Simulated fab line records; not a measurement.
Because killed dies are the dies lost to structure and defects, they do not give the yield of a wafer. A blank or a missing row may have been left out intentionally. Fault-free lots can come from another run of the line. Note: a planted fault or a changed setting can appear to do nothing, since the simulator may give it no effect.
The tool behind it: which one? / flow sky130 / 36 wafers from 12 lots sampled at 5 of the route's 708 steps

WHAT EACH GAUGE READ, for each wafer
SKY_LDD_HVP_OVL_MEAS_07. Usual: for LDD_HVP_OVL the level is 0.3 nm and the standard deviation is 1.4.
lot=L168; measured=day 21 08:05; on=overlay-01; LDD_HVP_OVL (nm)=-3.1 -0.8 0.0; flag=
lot=L175; measured=day 24 12:09; on=overlay-01; LDD_HVP_OVL (nm)=2.0 0.9 1.5; flag=
lot=L177; measured=day 25 01:33; on=overlay-02; LDD_HVP_OVL (nm)=-0.6 -0.2 -1.4; flag=
lot=L182; measured=day 26 21:07; on=overlay-01; LDD_HVP_OVL (nm)=1.1 1.4 1.5; flag=
lot=L184; measured=day 27 09:07; on=overlay-01; LDD_HVP_OVL (nm)=2.4 0.7 1.5; flag=
lot=L185; measured=day 27 14:12; on=overlay-01; LDD_HVP_OVL (nm)=0.3 1.0 1.4; flag=
lot=L186; measured=day 28 01:10; on=overlay-02; LDD_HVP_OVL (nm)=0.6 -1.6 0.5; flag=
lot=L187; measured=day 28 11:42; on=overlay-02; LDD_HVP_OVL (nm)=-1.3 -3.7 -2.1; flag=
lot=L188; measured=day 28 16:42; on=overlay-02; LDD_HVP_OVL (nm)=1.1 -1.2 -0.8; flag=
lot=L189; measured=day 29 04:09; on=overlay-02; LDD_HVP_OVL (nm)=0.2 -0.7 1.4; flag=
lot=L190; measured=day 29 11:05; on=overlay-02; LDD_HVP_OVL (nm)=1.7 2.2 1.8; flag=
lot=L191; measured=day 29 19:45; on=overlay-02; LDD_HVP_OVL (nm)=0.7 -2.3 -2.9; flag=

SKY_RES_XHIGH_TW_MEAS_09. Usual: for RES_XHIGH_TW the level is 1650 and the standard deviation is 7.8.
lot=L168; measured=day 26 10:57; on=film metro-02; RES_XHIGH_TW=1641 1649 1640; flag=
lot=L175; measured=day 29 11:02; on=film metro-01; RES_XHIGH_TW=1651 1661 1653; flag=
lot=L177; measured=day 29 22:54; on=film metro-01; RES_XHIGH_TW=1651 1657 1660; flag=
lot=L182; measured=day 31 17:02; on=film metro-04; RES_XHIGH_TW=1646 1653 1646; flag=
lot=L184; measured=day 32 04:09; on=film metro-02; RES_XHIGH_TW=1645 1656 1649; flag=
lot=L185; measured=day 32 13:18; on=film metro-01; RES_XHIGH_TW=1651 1646 1649; flag=
lot=L186; measured=day 32 18:44; on=film metro-02; RES_XHIGH_TW=1646 1663 1650; flag=
lot=L187; measured=day 33 05:09; on=film metro-02; RES_XHIGH_TW=1635 1633 1631; flag=
lot=L188; measured=day 33 11:48; on=film metro-01; RES_XHIGH_TW=1659 1656 1663; flag=
lot=L189; measured=day 33 21:13; on=film metro-01; RES_XHIGH_TW=1650 1660 1655; flag=
lot=L190; measured=day 34 03:57; on=film metro-02; RES_XHIGH_TW=1649 1645 1656; flag=
lot=L191; measured=day 34 11:22; on=film metro-02; RES_XHIGH_TW=1640 1643 1650; flag=

TOOL THAT RAN EACH LOT (tool first, then ch and the chambers of the sampled wafers, then the start)
lot=L168; SKY_SPACER_ETCHBACK_02=rie diel-04 ch 0,2,3, day 22 16:52; SKY_RES_XHIGH_COAT_02=litho track-04 ch 0, day 25 19:51; SKY_RES_XHIGH_STRIP_08=plasma asher-04 ch 0,1, day 26 10:51
lot=L175; SKY_SPACER_ETCHBACK_02=rie diel-03 ch 0,2, day 25 20:10; SKY_RES_XHIGH_COAT_02=litho track-02 ch 0, day 28 20:13; SKY_RES_XHIGH_STRIP_08=plasma asher-04 ch 0,1, day 29 10:56
lot=L177; SKY_SPACER_ETCHBACK_02=rie diel-04 ch 1,2, day 26 08:49; SKY_RES_XHIGH_COAT_02=litho track-02 ch 0, day 29 09:00; SKY_RES_XHIGH_STRIP_08=plasma asher-01 ch 0,1, day 29 22:47
lot=L182; SKY_SPACER_ETCHBACK_02=rie diel-04 ch 0,2,3, day 28 05:10; SKY_RES_XHIGH_COAT_02=litho track-03 ch 0, day 31 02:53; SKY_RES_XHIGH_STRIP_08=plasma asher-02 ch 0,1, day 31 16:56
lot=L184; SKY_SPACER_ETCHBACK_02=rie diel-01 ch 0,1,2, day 28 16:01; SKY_RES_XHIGH_COAT_02=litho track-03 ch 0, day 31 13:59; SKY_RES_XHIGH_STRIP_08=plasma asher-04 ch 0,1, day 32 04:03
lot=L185; SKY_SPACER_ETCHBACK_02=rie diel-04 ch 0,2,3, day 29 02:08; SKY_RES_XHIGH_COAT_02=litho track-02 ch 0, day 31 23:01; SKY_RES_XHIGH_STRIP_08=plasma asher-04 ch 0,1, day 32 13:12
lot=L186; SKY_SPACER_ETCHBACK_02=rie diel-01 ch 0,1,2, day 29 07:58; SKY_RES_XHIGH_COAT_02=litho track-04 ch 0, day 32 04:51; SKY_RES_XHIGH_STRIP_08=plasma asher-04 ch 0,1, day 32 18:38
lot=L187; SKY_SPACER_ETCHBACK_02=rie diel-03 ch 2,3, day 29 18:58; SKY_RES_XHIGH_COAT_02=litho track-04 ch 0, day 32 15:12; SKY_RES_XHIGH_STRIP_08=plasma asher-02 ch 0,1, day 33 05:03
lot=L188; SKY_SPACER_ETCHBACK_02=rie diel-01 ch 1,2, day 30 00:32; SKY_RES_XHIGH_COAT_02=litho track-03 ch 0, day 32 21:44; SKY_RES_XHIGH_STRIP_08=plasma asher-02 ch 0,1, day 33 11:42
lot=L189; SKY_SPACER_ETCHBACK_02=rie diel-04 ch 1,2,3, day 30 10:16; SKY_RES_XHIGH_COAT_02=litho track-03 ch 0, day 33 08:08; SKY_RES_XHIGH_STRIP_08=plasma asher-01 ch 0, day 33 21:07
lot=L190; SKY_SPACER_ETCHBACK_02=rie diel-03 ch 1,2,3, day 30 17:49; SKY_RES_XHIGH_COAT_02=litho track-03 ch 0, day 33 14:44; SKY_RES_XHIGH_STRIP_08=plasma asher-01 ch 0,1, day 34 03:51
lot=L191; SKY_SPACER_ETCHBACK_02=rie diel-03 ch 0,1,3, day 31 01:40; SKY_RES_XHIGH_COAT_02=litho track-04 ch 0, day 33 21:37; SKY_RES_XHIGH_STRIP_08=plasma asher-01 ch 0,1, day 34 11:15
- SKY_SPACER_ETCHBACK_02: etches Si3N4 in CH3F/O2, stops on SiO2, time 46.7 s, target depth 45 nm.
- SKY_RES_XHIGH_COAT_02: resist thk 1140 nm.
- SKY_RES_XHIGH_STRIP_08: strips in O2/N2.

WHAT THE TOOLS THEMSELVES READ (means of the sampled wafers that have a number; where no wafer has one, the mark that the record gives instead)
SKY_SPACER_ETCHBACK_02. Usual: O2_flow_sccm 30.00 sccm, standard deviation 0.089; drypump motor current A 6.0 A, standard deviation 0.36; oes product au 0.857 a.u., standard deviation 0.0072; throttle valve pct 10.563 %, standard deviation 0.0083.
lot=L168; tool=rie diel-04; O2_flow_sccm (sccm)=29.99; drypump motor current A (A)=6.3; oes product au (a.u.)=0.857; throttle valve pct (%)=10.561; flag=
lot=L175; tool=rie diel-03; O2_flow_sccm (sccm)=30.03; drypump motor current A (A)=5.9; oes product au (a.u.)=0.853; throttle valve pct (%)=10.567; flag=
lot=L177; tool=rie diel-04; O2_flow_sccm (sccm)=30.00; drypump motor current A (A)=6.0; oes product au (a.u.)=0.856; throttle valve pct (%)=10.558; flag=
lot=L182; tool=rie diel-04; O2_flow_sccm (sccm)=29.99; drypump motor current A (A)=6.4; oes product au (a.u.)=0.869; throttle valve pct (%)=10.565; flag=
lot=L184; tool=rie diel-01; O2_flow_sccm (sccm)=30.00; drypump motor current A (A)=5.9; oes product au (a.u.)=0.864; throttle valve pct (%)=10.562; flag=
lot=L185; tool=rie diel-04; O2_flow_sccm (sccm)=29.95; drypump motor current A (A)=6.3; oes product au (a.u.)=0.861; throttle valve pct (%)=10.559; flag=
lot=L186; tool=rie diel-01; O2_flow_sccm (sccm)=30.09; drypump motor current A (A)=5.9; oes product au (a.u.)=0.857; throttle valve pct (%)=10.563; flag=
lot=L187; tool=rie diel-03; O2_flow_sccm (sccm)=29.99; drypump motor current A (A)=5.6; oes product au (a.u.)=0.864; throttle valve pct (%)=10.567; flag=
lot=L188; tool=rie diel-01; O2_flow_sccm (sccm)=29.97; drypump motor current A (A)=6.0; oes product au (a.u.)=0.857; throttle valve pct (%)=10.562; flag=
lot=L189; tool=rie diel-04; O2_flow_sccm (sccm)=30.07; drypump motor current A (A)=6.2; oes product au (a.u.)=0.857; throttle valve pct (%)=10.560; flag=
lot=L190; tool=rie diel-03; O2_flow_sccm (sccm)=29.97; drypump motor current A (A)=5.7; oes product au (a.u.)=0.859; throttle valve pct (%)=10.563; flag=
lot=L191; tool=rie diel-03; O2_flow_sccm (sccm)=30.06; drypump motor current A (A)=5.7; oes product au (a.u.)=0.860; throttle valve pct (%)=10.563; flag=

SKY_RES_XHIGH_COAT_02. Usual: 3000.5 rpm for spin speed rpm, sd 1.9.
lot=L168; tool=litho track-04; spin speed rpm (rpm)=2999.7; flag=
lot=L175; tool=litho track-02; spin speed rpm (rpm)=3065.0; flag=OFF
lot=L177; tool=litho track-02; spin speed rpm (rpm)=3065.4; flag=OFF
lot=L182; tool=litho track-03; spin speed rpm (rpm)=2998.5; flag=
lot=L184; tool=litho track-03; spin speed rpm (rpm)=3000.7; flag=
lot=L185; tool=litho track-02; spin speed rpm (rpm)=2999.9; flag=
lot=L186; tool=litho track-04; spin speed rpm (rpm)=2999.7; flag=
lot=L187; tool=litho track-04; spin speed rpm (rpm)=2999.8; flag=
lot=L188; tool=litho track-03; spin speed rpm (rpm)=2999.6; flag=
lot=L189; tool=litho track-03; spin speed rpm (rpm)=3003.3; flag=
lot=L190; tool=litho track-03; spin speed rpm (rpm)=3002.9; flag=
lot=L191; tool=litho track-04; spin speed rpm (rpm)=2999.4; flag=

SKY_RES_XHIGH_STRIP_08. Usual: drypump motor current A 5.8 A, standard deviation 0.36; oes product au 0.711 a.u., standard deviation 0.0044; strip time to endpoint s 14.28 s, standard deviation 0.039.
lot=L168; tool=plasma asher-04; drypump motor current A (A)=5.7; oes product au (a.u.)=0.713; strip time to endpoint s (s)=14.34; flag=
lot=L175; tool=plasma asher-04; drypump motor current A (A)=5.7; oes product au (a.u.)=0.709; strip time to endpoint s (s)=14.15; flag=OFF
lot=L177; tool=plasma asher-01; drypump motor current A (A)=6.3; oes product au (a.u.)=0.713; strip time to endpoint s (s)=14.15; flag=OFF
lot=L182; tool=plasma asher-02; drypump motor current A (A)=5.9; oes product au (a.u.)=0.712; strip time to endpoint s (s)=14.23; flag=
lot=L184; tool=plasma asher-04; drypump motor current A (A)=5.5; oes product au (a.u.)=0.708; strip time to endpoint s (s)=14.28; flag=
lot=L185; tool=plasma asher-04; drypump motor current A (A)=5.5; oes product au (a.u.)=0.710; strip time to endpoint s (s)=14.28; flag=
lot=L186; tool=plasma asher-04; drypump motor current A (A)=5.7; oes product au (a.u.)=0.711; strip time to endpoint s (s)=14.28; flag=
lot=L187; tool=plasma asher-02; drypump motor current A (A)=5.8; oes product au (a.u.)=0.714; strip time to endpoint s (s)=14.29; flag=
lot=L188; tool=plasma asher-02; drypump motor current A (A)=6.0; oes product au (a.u.)=0.717; strip time to endpoint s (s)=14.27; flag=
lot=L189; tool=plasma asher-01; drypump motor current A (A)=6.6; oes product au (a.u.)=0.715; strip time to endpoint s (s)=14.24; flag=
lot=L190; tool=plasma asher-01; drypump motor current A (A)=6.3; oes product au (a.u.)=0.709; strip time to endpoint s (s)=14.24; flag=
lot=L191; tool=plasma asher-01; drypump motor current A (A)=6.4; oes product au (a.u.)=0.713; strip time to endpoint s (s)=14.25; flag=

THE ANSWER, worked out from the rows above alone
Rule: a lot counts as off when the mean over its wafers that have a number is more than 3 standard deviations away from the usual mean. A lot without any number at a reading at which 4 lots or more have one is off too. Where the step has rows for the other lots, those lots are counted as sound. First the gauges in route order, then the tools' own readings, where a lot's mean is used as printed above. At the first step where some lot is off, the reading lying furthest off is the one used; lots without a number count as furthest.
Off: L175, L177 (SKY_RES_XHIGH_COAT_02, spin speed rpm).
A tool fits if, at that step or a process step before it, it ran every lot that is off, and no sound lot after the first of them. Not one of the candidates tried fits.

WHAT THE SIMULATOR PUT IN
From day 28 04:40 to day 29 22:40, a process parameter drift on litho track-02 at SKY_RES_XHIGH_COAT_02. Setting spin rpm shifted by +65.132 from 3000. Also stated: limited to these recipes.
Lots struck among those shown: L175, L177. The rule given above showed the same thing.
